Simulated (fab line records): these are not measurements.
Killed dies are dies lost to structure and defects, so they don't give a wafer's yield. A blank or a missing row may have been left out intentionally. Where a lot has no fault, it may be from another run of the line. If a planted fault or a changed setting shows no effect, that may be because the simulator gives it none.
Which tool did it?    flow sky130    45 wafers from 15 lots sampled at 2 of the route's 708 steps

== WHAT THE GAUGES READ, wafer by wafer ==
Not one reading of a measure or inspect step in the record can be checked against a usual standard deviation.

== WHICH TOOL RAN EACH LOT (tool, then ch and the chambers of the sampled wafers, then the start) ==
lot   SKY_VIA3_CMP_24                SKY_PAD_OPEN_PROBE_99
L267  cmp-01 ch 0,2,3, day 40 13:10  prober-01, day 46 13:24
L268  cmp-02 ch 0,1,3, day 40 13:22  prober-02, day 46 13:43
L269  cmp-01 ch 0,1,3, day 40 16:12  prober-01, day 46 15:35
L270  cmp-02 ch 0,1, day 40 23:53    prober-02, day 46 22:01
L271  cmp-01 ch 0,2,3, day 41 03:54  prober-01, day 47 00:29
L272  cmp-01 ch 0,1,3, day 41 19:27  prober-02, day 47 15:59
L273  cmp-01 ch 0,1, day 41 21:18    prober-01, day 47 17:49
L274  cmp-01 ch 1,2,3, day 42 02:17  prober-02, day 47 20:52
L276  cmp-02 ch 1,3, day 42 19:17    prober-02, day 48 11:16
L277  cmp-01 ch 0,3, day 43 05:51    prober-01, day 48 17:48
L278  cmp-01 ch 0,1,2, day 43 09:31  prober-02, day 48 21:25
L283  cmp-02 ch 0,1, day 44 18:31    prober-01, day 49 22:24
L286  cmp-02 ch 2,3, day 45 07:20    prober-02, day 50 09:04
L288  cmp-02 ch 0,1, day 46 00:04    prober-02, day 50 22:19
L289  cmp-02 ch 1,2,3, day 46 01:02  prober-01, day 50 23:40
- SKY_VIA3_CMP_24: polishes, stops on SiO2, t overpolish 20 s, target thk 0 nm.
- SKY_PAD_OPEN_PROBE_99

== WHAT THE TOOLS THEMSELVES READ (means of the sampled wafers that have a number; where no wafer has one, the mark that the record gives instead) ==
SKY_VIA3_CMP_24.
lot   tool    head_pressure_psi (psi)  motor_current_A (A)  overpolish_run_s (s)  platen_rpm (rpm)  time_to_endpoint_s (s)
L267  cmp-01  3.504                    11.4                 19.992                60.02             95
L268  cmp-02  3.490                    10.9                 19.998                60.02             95
L269  cmp-01  3.502                    11.5                 20.007                59.98             91
L270  cmp-02  3.499                    10.9                 19.991                59.96             94
L271  cmp-01  3.504                    11.5                 19.992                59.98             95
L272  cmp-01  3.506                    11.4                 19.995                59.97             93
L273  cmp-01  3.500                    11.1                 20.001                60.03             90
L274  cmp-01  3.498                    11.0                 0.040                 60.02             147
L276  cmp-02  3.504                    10.7                 20.004                60.01             104
L277  cmp-01  3.507                    11.2                 0.038                 60.00             149
L278  cmp-01  3.503                    11.2                 0.041                 59.95             148
L283  cmp-02  3.499                    11.0                 20.009                60.01             96
L286  cmp-02  3.507                    11.0                 20.005                60.05             98
L288  cmp-02  3.493                    10.5                 19.995                59.98             98
L289  cmp-02  3.500                    10.8                 20.004                60.00             99

SKY_PAD_OPEN_PROBE_99.
lot   tool       defect_limited_yield (%)  killed_at_M0_to_M3  killed_at_M4_up  killed_at_contacts  killed_at_front_end  killed_at_other  killed_dies  killed_on_rim  killed_open  killed_short  sort_bin_3_pad_short (%)  sort_bin_5_function (%)  sort_bin_6_memory (%)  sort_n_pass  sort_yield_pct (%)
L267  prober-01  85.1                      32                  4.7              22                  15                   0.7              73           16             39           34            1.1                       7.8                      6.0                    419          85.1
L268  prober-02  81.3                      43                  5.0              26                  17                   0.3              92           20             47           45            1.0                       10.6                     7.1                    400          81.3
L269  prober-01  84.6                      38                  3.7              22                  12                   0.3              76           13             40           36            0.6                       9.6                      5.2                    416          84.6
L270  prober-02  83.0                      38                  3.7              28                  13                   0.7              83           14             47           37            0.7                       9.4                      6.8                    409          83.0
L271  prober-01  83.2                      42                  1.3              23                  15                   0.7              82           19             48           34            1.1                       9.7                      5.9                    410          83.2
L272  prober-02  82.9                      41                  3.0              25                  15                   0.3              84           18             42           41            0.7                       10.9                     5.6                    408          82.9
L273  prober-01  81.9                      41                  3.3              29                  14                   1.3              89           18             46           41            0.9                       10.6                     6.6                    403          81.9
L274  prober-02  0.0                       454                 3.0              23                  11                   0.3              492          96             45           38            84.0                      10.0                     6.0                    0            0.0
L276  prober-02  84.0                      41                  1.7              23                  13                   0.0              79           15             46           33            0.7                       8.8                      6.5                    413          84.0
L277  prober-01  0.0                       441                 5.0              36                  10                   0.0              492          96             47           43            82.8                      11.1                     6.2                    0            0.0
L278  prober-02  0.0                       452                 4.3              21                  15                   0.0              492          96             45           38            83.6                      10.0                     6.4                    0            0.0
L283  prober-01  83.2                      36                  3.7              25                  18                   0.0              82           17             47           35            1.0                       9.6                      6.2                    410          83.2
L286  prober-02  84.1                      39                  1.7              22                  15                   0.3              78           12             47           31            0.6                       9.5                      5.8                    414          84.1
L288  prober-02  81.1                      48                  3.7              24                  16                   0.3              93           19             48           44            1.1                       11.3                     6.5                    399          81.1
L289  prober-01  82.8                      42                  3.0              26                  13                   0.3              85           19             48           36            1.1                       10.3                     5.8                    407          82.8

== THE ANSWER, worked out from the rows above alone ==
Rule: the usual values come from the lots themselves. The widest of any qualifying gaps counts: lots, ordered by their means at a reading, are off when they make up no more than a third of the lots, leave a main group of 4 or more, and stand apart from it by 3 or more times the standard deviation of that group's means. Not used: any main group whose means are identical at the precision the tables above print for the reading. Also off: a lot with no number at a reading for which 4 or more lots have one. Where the step has rows for the other lots, those lots are counted as sound. Order of review: gauges by route order, followed by the tools' own readings, for which a lot's mean as printed above is used. The first step at which some lot is off is used, and at that step the reading that is off furthest; a lot without a number counts as furthest.
Off at SKY_VIA3_CMP_24 (overpolish_run_s): L274, L277, L278. Mean 19.999 s and standard deviation 0.0061 in the main group.
If a tool, at that step or one of the process steps before it, ran each lot that is off and ran no sound lot following the first of them, it fits. One fits: cmp-01 at SKY_VIA3_CMP_24. Its last sound lot is L273 (day 41 21:18), its first lot that is off L274 (day 42 02:17): a fault that began between those two fits.
The tool's own readings at SKY_VIA3_CMP_24 bear it out: on the lots that are off they differ by more than 5 times the standard deviation of the sound lots' means. overpolish_run_s reads 0.040 s there against 19.999 s on the sound lots; time_to_endpoint_s reads 148 s there against 96 s on the sound lots.

== WHAT WAS PUT IN BY THE SIMULATOR ==
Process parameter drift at SKY_VIA3_CMP_24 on cmp-01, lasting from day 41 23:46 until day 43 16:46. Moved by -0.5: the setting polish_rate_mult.
Shown lots that were struck: L274, L277, L278. This agrees with what the rule above found.
